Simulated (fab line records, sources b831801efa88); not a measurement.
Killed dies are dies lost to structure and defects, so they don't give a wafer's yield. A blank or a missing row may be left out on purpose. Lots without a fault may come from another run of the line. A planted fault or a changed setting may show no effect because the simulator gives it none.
A struck lot beside a sound one | flow sky130 | 28 steps out of a route of 708
Sound: wafers L793.1, L793.2, L793.6. Struck: wafers L797.2, L797.3, L797.4. The cause comes at the end.
At each step with rows: each side's tool, then ch and its chambers, then its first start. Under that, the readings that differ: sound wafers | struck wafers | difference of the means | sigmas: that difference in standard deviations of wafers without a fault.
alike: readings whose means differ by less than 2 such deviations, and words and numbers that are the same on both sides. not compared: withheld readings, readings that some wafer has no value for, bounds like >300 that may hide the same value, and numbers for which the record gives no deviation and whose values overlap.
The two part at a step that has a row with sigmas, a row that says differs or no value, or rows on one side only. Numbers that don't overlap but have no deviation are shown without sigmas and don't part them. A reading that every wafer of one side lacks parts them only if that side has two wafers or more.

first, 1 step without rows for these wafers: SKY_VT_ADJUST_LVTN_IMPLANT_08.
SKY_VT_ADJUST_LVTN_STRIP_09: strips in O2/N2.
  sound on plasma_asher-01 ch 0,1, day 6 23:36; struck on plasma_asher-01 ch 0,1, day 8 02:37
  alike: chamber_pressure_mTorr, drypump_motor_current_A, oes_product_au, strip_time_to_endpoint_s
  not compared: rf_hours_counter_h
SKY_VT_ADJUST_LVTN_TW_MEAS_10:
  sound on film_metro-01, day 6 23:42; struck on film_metro-04, day 8 02:44
  alike: VT_ADJUST_LVTN_TW
then, 7 steps without rows for these wafers: SKY_VT_ADJUST_LVTN_DEHYDRATE_11 (time 60 s); SKY_VT_ADJUST_LVTN_HMDS_12 (prime time 60 s); SKY_VT_ADJUST_LVTN_COAT_13 (resist thk 1140 nm); SKY_VT_ADJUST_LVTN_SOFTBAKE_14 (time 60 s); SKY_VT_ADJUST_LVTN_EXPOSE_15 (exposes mask HVN STD DERIVED, target cd 600 nm); SKY_VT_ADJUST_LVTN_PEB_16; SKY_VT_ADJUST_LVTN_DEVELOP_17 (develop time 60 s).
SKY_VT_ADJUST_LVTN_OVL_MEAS_18:
  sound on overlay-02, day 7 18:59; struck on overlay-02, day 8 23:23
  alike: VT_ADJUST_LVTN_01_OVL
then, 1 step without rows for these wafers: SKY_VT_ADJUST_LVTN_IMPLANT_19.
SKY_VT_ADJUST_LVTN_STRIP_20: strips in O2/N2.
  sound on plasma_asher-01 ch 0,1, day 7 19:10; struck on plasma_asher-03 ch 0,1, day 8 23:34
  no value came back on the struck wafers for chamber_pressure_mTorr (mTorr), drypump_motor_current_A (A), oes_product_au (a.u.), strip_time_to_endpoint_s (s); on the sound wafers chamber_pressure_mTorr (mTorr) reads 1502.1 1503.2 1497.8
  reading                                             | sound | struck         | difference | sigmas
  model.NOVOLAK_of_VT_ADJUST_LVTN_COAT_13.thk_nm (nm) | 0 0 0 | 1142 1141 1140 | +1141      |
  not compared: rf_hours_counter_h
SKY_VT_ADJUST_LVTN_TW_MEAS_21:
  sound on film_metro-04, day 7 19:16; struck on film_metro-03, day 8 23:41
  alike: VT_ADJUST_LVTN_2_TW
then, 7 steps without rows for these wafers: SKY_VT_ADJUST_NCORE_DEHYDRATE_00 (time 60 s); SKY_VT_ADJUST_NCORE_HMDS_01 (prime time 60 s); SKY_VT_ADJUST_NCORE_COAT_02 (resist thk 1140 nm); SKY_VT_ADJUST_NCORE_SOFTBAKE_03 (time 60 s); SKY_VT_ADJUST_NCORE_EXPOSE_04 (exposes mask LVTN COMPLEMENT THIN, target cd 380 nm); SKY_VT_ADJUST_NCORE_PEB_05; SKY_VT_ADJUST_NCORE_DEVELOP_06 (develop time 60 s).
SKY_VT_ADJUST_NCORE_CD_MEAS_07: target cd 380 nm.
  sound on cd_sem-02, day 8 15:36; struck on cd_sem-02, day 9 19:37
  alike: cd_nm
SKY_VT_ADJUST_NCORE_OVL_MEAS_08:
  sound on overlay-02, day 8 15:43; struck on overlay-01, day 9 19:44
  reading                  | sound       | struck         | difference | sigmas
  VT_ADJUST_NCORE_OVL (nm) | 0.7 0.6 0.5 | -3.5 -1.5 -1.6 | -2.8       | -2
then, 1 step without rows for these wafers: SKY_VT_ADJUST_NCORE_IMPLANT_09.
SKY_VT_ADJUST_NCORE_STRIP_10: strips in O2/N2.
  sound on plasma_asher-01 ch 0,1, day 8 15:55; struck on plasma_asher-02 ch 0,1, day 9 19:55
  reading                      | sound             | struck            | difference | sigmas
  strip_time_to_endpoint_s (s) | 14.13 14.10 14.11 | 31.25 31.27 31.25 | +17.14     | +99 or more
  alike: chamber_pressure_mTorr, drypump_motor_current_A, oes_product_au
  not compared: rf_hours_counter_h
SKY_VT_ADJUST_NCORE_TW_MEAS_11:
  sound on film_metro-04, day 8 16:01; struck on film_metro-02, day 9 20:01
  reading            | sound             | struck         | difference | sigmas
  VT_ADJUST_NCORE_TW | 221.1 219.4 220.4 | 29.6 29.6 29.7 | -190.7     | -99 or more
then, 1 step without rows for these wafers: SKY_VT_ADJUST_HVTR_DEHYDRATE_00 (time 60 s).
-- the record jumps here: 37 days lie between the struck wafers' starts before and after (it left off in module VT_ADJUST_HVTR and takes up again in module PAD_OPEN, whose first step shown is number 708 of the route) --
SKY_PAD_OPEN_PROBE_99:
  sound on prober-02, day 45 08:07; struck on prober-02, day 46 08:22
  reading                                | sound                         | struck                        | difference | sigmas
  model.etest.pfet_16v.r_on_ohm_um       | 1.524e+04 1.51e+04 1.521e+04  | 1.705e+04 1.723e+04 1.728e+04 | +2.003e+03 |
  model.etest.nfet_16v.r_on_ohm_um       | 1.439e+04 1.441e+04 1.448e+04 | 1.248e+04 1.267e+04 1.265e+04 | -1.827e+03 |
  model.etest.pfet_g5v0d10v5.r_on_ohm_um | 4816 4758 4855                | 6138 6224 6199                | +1377      |
  model.etest.tip_p.rs_ohm_sq            | 6863 6848 6931                | 7548 7649 7614                | +723       |
  model.etest.pfet_01v8.r_on_ohm_um      | 2854 2941 2878                | 3276 3312 3326                | +414       |
  model.etest.tip_p_5v.rs_ohm_sq         | 2812 2815 2817                | 3103 3136 3121                | +305       |
  model.etest.pfet_g5v0d10v5.drive_ua_um | 334.6 338.9 336.2             | 244.3 238 238.3               | -96.4      |
  model.etest.nfet_01v8.drive_ua_um      | 518.6 506.6 505.2             | 578.1 573.9 566.1             | +62.6      |

WHERE THEY PART
First at SKY_VT_ADJUST_LVTN_STRIP_20; last, within this record, at SKY_VT_ADJUST_NCORE_TW_MEAS_11.

WHY: what the simulator had put in
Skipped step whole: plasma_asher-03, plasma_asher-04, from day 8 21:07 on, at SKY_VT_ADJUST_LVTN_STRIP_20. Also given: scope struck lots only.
